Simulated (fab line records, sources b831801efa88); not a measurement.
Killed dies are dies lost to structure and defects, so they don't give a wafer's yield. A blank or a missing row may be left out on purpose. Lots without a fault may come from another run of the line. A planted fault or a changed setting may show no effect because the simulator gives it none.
Chamber matching | flow gf180mcu | GF_MIM_CVD_05 on pecvd-04: 3 sister chambers
The step deposits Si3N4, target thk 42 nm, time 29.086 s. 3 wafers are shown with their chamber, then 11 later ones without.

WAFERS WITH THEIR CHAMBER
wafer  | chamber | heater_power_w (W)
L089.2 | 0       | 708
L091.6 | 1       | 624
L093.2 | 2       | 544

WAFERS WITHOUT THEIR CHAMBER
wafer  | heater_power_w (W)
L093.4 | 746
L093.5 | 548
L094.2 | 591
L094.5 | 748
L094.6 | 658
L096.3 | 734
L096.4 | 719
L096.6 | 700
L097.1 | 624
L097.5 | 583
L097.6 | 603

WHICH CHAMBER EACH WENT THROUGH
wafer  | from the rows above     | in truth
L093.4 | 0                       | 0
L093.5 | 2                       | 2
L094.2 | can't be placed: 1 or 2 | 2
L094.5 | 0                       | 0
L094.6 | can't be placed: 1 or 0 | 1
L096.3 | 0                       | 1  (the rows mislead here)
L096.4 | 0                       | 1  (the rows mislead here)
L096.6 | 0                       | 0
L097.1 | 1                       | 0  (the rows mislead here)
L097.5 | can't be placed: 2 or 1 | 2
L097.6 | can't be placed: 1 or 2 | 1
Placed correctly: 4 of 11. Can't be placed from these rows: 4 (the true chamber is among the candidates in 4). Placed wrongly: 3.
How it was worked out, from the rows above alone: a wafer's distance from a chamber is the root of the sum, over the readings, of the square of ((its reading less the chamber's mean) divided by the reading's scatter). The wafer belongs to the nearest chamber; if the next one is less than 2 further off, it can't be placed. A chamber's mean is the mean of its shown wafers. The scatter: with one shown wafer a chamber, the root of the mean of the squares of how far each hidden wafer lies from its nearest shown one.
